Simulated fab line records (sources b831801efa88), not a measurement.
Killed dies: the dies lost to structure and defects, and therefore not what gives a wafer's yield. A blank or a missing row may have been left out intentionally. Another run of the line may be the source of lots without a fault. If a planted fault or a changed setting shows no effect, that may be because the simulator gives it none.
Check of tool commonality ; flow gf180mcu ; Lots sampled 14, wafers sampled 42

REASON IT WAS OPENED
2 of 14 lots carry a flag on the reading VT_IMPLANT_4_TW at GF_VT_IMPLANT_TW_MEAS_43. No-fault wafers: 689, standard deviation 6.7.
Rule: a lot is flagged in two cases, either no wafer of it has a number, or all its wafers with numbers fall more than 4 standard deviations from that mean. The other lots count as sound.

lot;measured;on;VT_IMPLANT_4_TW, wafer by wafer;flag
L690;day 7 14:25;film-metro-03;694 695 697;
L691;day 7 22:31;film-metro-02;678 683 683;
L692;day 8 06:08;film-metro-03;690 694 695;
L693;day 8 11:39;film-metro-04;690 694 691;
L695;day 9 05:14;film-metro-03;699 699 700;
L696;day 9 18:18;film-metro-02;679 681 678;
L698;day 9 21:04;film-metro-03;697 694 700;
L701;day 10 20:26;film-metro-04;743 746 745;FLAGGED
L703;day 11 07:58;film-metro-02;690 688 690;
L705;day 11 23:47;film-metro-02;737 740 741;FLAGGED
L707;day 12 11:56;film-metro-03;693 694 691;
L708;day 12 17:09;film-metro-02;680 683 683;
L709;day 13 00:45;film-metro-02;680 677 681;
L713;day 14 02:59;film-metro-04;688 693 693;
Average over the flagged lots: 742; offset from the usual +53, equal to +8 standard deviations.

WHICH TOOL RAN EACH LOT
The record keeps 1 process step preceding the reading, out of 602 steps on the route. Read each cell as the tool, then ch plus the chambers that the sampled wafers visited, then the start.
lot;flag;GF_VT_IMPLANT_IMPLANT_41
L690;;implanter-03 ch 0, day 7 14:11
L691;;implanter-01 ch 0, day 7 22:16
L692;;implanter-03 ch 0, day 8 05:55
L693;;implanter-01 ch 0, day 8 11:25
L695;;implanter-02 ch 0, day 9 04:59
L696;;implanter-02 ch 0, day 9 18:03
L698;;implanter-02 ch 0, day 9 20:50
L701;FLAGGED;implanter-03 ch 0, day 10 20:13
L703;;implanter-02 ch 0, day 11 07:43
L705;FLAGGED;implanter-03 ch 0, day 11 23:32
L707;;implanter-01 ch 0, day 12 11:41
L708;;implanter-02 ch 0, day 12 16:55
L709;;implanter-01 ch 0, day 13 00:31
L713;;implanter-03 ch 0, day 14 02:44
What the steps here do:
- GF_VT_IMPLANT_IMPLANT_41
- GF_VT_IMPLANT_TW_MEAS_43

FLAGGED OVER TOTAL, TOOL BY TOOL (the gauges that took the reading come last)
step;tool;lots run;flagged;share of the flagged lots;sound lots run after its first flagged lot
GF_VT_IMPLANT_IMPLANT_41;implanter-01;4;0;none;-
GF_VT_IMPLANT_IMPLANT_41;implanter-02;5;0;none;-
GF_VT_IMPLANT_IMPLANT_41;implanter-03;5;2;all;1 (L713)
GF_VT_IMPLANT_TW_MEAS_43;film-metro-02;6;1;some;2 (L708,L709)
GF_VT_IMPLANT_TW_MEAS_43;film-metro-03;5;0;none;-
GF_VT_IMPLANT_TW_MEAS_43;film-metro-04;3;1;some;1 (L713)

WHAT THE TABLE PERMITS
All flagged lots share 1 row of the table, namely implanter-03 at GF_VT_IMPLANT_IMPLANT_41.
- implanter-03 at GF_VT_IMPLANT_IMPLANT_41 ran 5 lots, 2 of them flagged. Sound lots followed the first flagged one (L713) on it, something a lasting fault affecting the whole tool could not allow. Its own readings (beam-energy-keV) fall more than 4 standard deviations out on all wafers of the flagged lots.
No row of the table ran every flagged lot and no sound lot after the first.

WHAT THE SIMULATOR HAD PUT IN
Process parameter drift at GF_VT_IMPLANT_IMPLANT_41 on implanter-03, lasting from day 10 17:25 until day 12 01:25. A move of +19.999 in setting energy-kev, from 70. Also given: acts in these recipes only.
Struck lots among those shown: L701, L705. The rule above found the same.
